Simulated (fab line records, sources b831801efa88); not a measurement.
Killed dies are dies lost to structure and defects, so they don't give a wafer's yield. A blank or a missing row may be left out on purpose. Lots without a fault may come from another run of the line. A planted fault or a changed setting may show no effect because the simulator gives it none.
Chamber matching | flow sfq_line | SFQ_TRILAYER_I1_CMP_CMP_046 on cmp-01: 4 sister chambers
The step polishes SiO2. 8 wafers are shown with their chamber, then 8 later ones without.

WAFERS WITH THEIR CHAMBER
wafer  | chamber | motor_current_A (A) | time_to_endpoint_s (s)
L430.2 | 1       | 10.7                | 219
L435.1 | 1       | 10.8                | 221
L435.5 | 3       | 8.6                 | 222
L436.1 | 3       | 9.0                 | 216
L438.2 | 2       | 11.2                | 203
L438.3 | 0       | 11.2                | 205
L438.5 | 2       | 11.4                | 213
L446.2 | 0       | 11.0                | 216

WAFERS WITHOUT THEIR CHAMBER
wafer  | motor_current_A (A) | time_to_endpoint_s (s)
L446.3 | 9.0                 | 216
L446.4 | 11.2                | 229
L448.2 | 8.6                 | 219
L448.4 | 10.9                | 218
L448.5 | 11.2                | 216
L450.3 | 10.9                | 209
L450.1 | 8.7                 | 215
L450.6 | 10.9                | 223

WHICH CHAMBER EACH WENT THROUGH
wafer  | from the rows above          | in truth
L446.3 | 3                            | 3
L446.4 | can't be placed: 1 or 0 or 2 | 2
L448.2 | 3                            | 3
L448.4 | can't be placed: 1 or 0 or 2 | 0
L448.5 | can't be placed: 0 or 2 or 1 | 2
L450.3 | can't be placed: 0 or 1 or 2 | 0
L450.1 | 3                            | 3
L450.6 | can't be placed: 1 or 0      | 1
Placed correctly: 3 of 8. Can't be placed from these rows: 5 (the true chamber is among the candidates in 5). Placed wrongly: 0.
How it was worked out, from the rows above alone: a wafer's distance from a chamber is the root of the sum, over the readings, of the square of ((its reading less the chamber's mean) divided by the reading's scatter). The wafer belongs to the nearest chamber; if the next one is less than 2 further off, it can't be placed. A chamber's mean is the mean of its shown wafers. The scatter: the root of (the sum of the squares of (reading less its chamber's mean) over the shown wafers, divided by (wafers less chambers)).
